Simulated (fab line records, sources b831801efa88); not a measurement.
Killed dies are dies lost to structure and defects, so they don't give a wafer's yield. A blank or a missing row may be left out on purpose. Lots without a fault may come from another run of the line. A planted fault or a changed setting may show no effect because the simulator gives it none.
A struck lot beside a sound one | flow gf180mcu | 16 steps out of a route of 602
Sound: wafers L926.3, L926.4, L926.5. Struck: wafers L935.1, L935.4. (L935.5 of the same lot was not struck and is left out.) The cause comes at the end.
At each step with rows: each side's tool, then ch and its chambers, then its first start. Under that, the readings that differ: sound wafers | struck wafers | difference of the means | sigmas: that difference in standard deviations of wafers without a fault.
alike: readings whose means differ by less than 2 such deviations, and words and numbers that are the same on both sides. not compared: withheld readings, readings that some wafer has no value for, bounds like >300 that may hide the same value, and numbers for which the record gives no deviation and whose values overlap.
The two part at a step that has a row with sigmas, a row that says differs or no value, or rows on one side only. Numbers that don't overlap but have no deviation are shown without sigmas and don't part them. A reading that every wafer of one side lacks parts them only if that side has two wafers or more.

first, 3 steps without rows for these wafers: GF_V5_EXPOSE_11 (exposes mask Via5, target cd 260 nm); GF_V5_PEB_12 (peb time 90 s); GF_V5_DEVELOP_13 (develop time 60 s).
GF_V5_CD_MEAS_14: target cd 260 nm.
  sound on cd_sem-02, day 30 15:58; struck on cd_sem-01, day 33 01:08
  alike: cd_nm
GF_V5_OVL_MEAS_15:
  sound on overlay-01, day 30 16:04; struck on overlay-02, day 33 01:15
  alike: V5_OVL
GF_V5_ETCH_16: etches BARC in N2/H2.
  sound on rie_diel-03 ch 0,2, day 30 16:05; struck on rie_diel-02 ch 0,1, day 33 01:17
  alike: drypump_motor_current_A, h2_flow_sccm, oes_product_au, throttle_valve_pct
GF_V5_ETCH_17: etches SiO2 in C4F8/O2/Ar, stops on TiN, target depth 855 nm.
  sound on rie_diel-03 ch 0,2; struck on rie_diel-02 ch 0,1
  alike: oes_product_au
GF_V5_STRIP_18: strips in O2/N2.
  sound on plasma_asher-04 ch 0,1, day 30 16:17; struck on plasma_asher-03 ch 0,1, day 33 01:26
  alike: drypump_motor_current_A, heater_power_w, oes_product_au
  not compared: rf_hours_counter_h
then, 3 steps without rows for these wafers: GF_V5_STRIP_19 (strips in post etch residue remover, time 1200 s); GF_V5_CLEAN_20 (cleans in DIW); GF_V5_SPUTTER_21 (material Ti, target thk 15 nm, time 80.02 s).
GF_V5_SPUTTER_22: material TiN, target thk 10 nm, time 40 s.
  sound on pvd_sputter-04, day 30 16:51; struck on pvd_sputter-03, day 33 02:05
  alike: throttle_valve_pct
GF_V5_CVD_23: deposits W, target thk 350 nm, time 104.9 s.
  sound on cvd_w-01 ch 0,1, day 30 16:55; struck on cvd_w-01 ch 0,1, day 33 02:07
  reading                          | sound           | struck      | difference | sigmas
  model.W_of_V5_CVD_23.thk_nm (nm) | 346 359.1 361.5 | 378.3 390.3 | +28.8      |
  alike: heater_power_w
GF_V5_RS_MEAS_24: measures by four-point-probe.
  sound on film_metro-03, day 30 17:02; struck on film_metro-01, day 33 02:14
  reading          | sound             | struck      | difference | sigmas
  V5_W_RS (ohm/sq) | 0.331 0.319 0.317 | 0.303 0.293 | -0.024     | -4
GF_V5_THK_MEAS_25: measures by xrf.
  sound on film_metro-03, day 30 17:08; struck on film_metro-01, day 33 02:21
  reading       | sound       | struck  | difference | sigmas
  V5_W_THK (nm) | 339 352 355 | 374 384 | +30        | +5
GF_V5_CMP_26: polishes, stops on SiO2, t overpolish 15 s, target thk 0 nm.
  sound on cmp-01 ch 0,2, day 30 17:14; struck on cmp-01 ch 0,3, day 33 02:31
  alike: motor_current_A, slurry_filter_dp_kPa

WHERE THEY PART
First at GF_V5_RS_MEAS_24; last, within this record, at GF_V5_THK_MEAS_25. Later steps at which nothing parts them and some readings are alike: GF_V5_CMP_26.

WHY: what the simulator had put in
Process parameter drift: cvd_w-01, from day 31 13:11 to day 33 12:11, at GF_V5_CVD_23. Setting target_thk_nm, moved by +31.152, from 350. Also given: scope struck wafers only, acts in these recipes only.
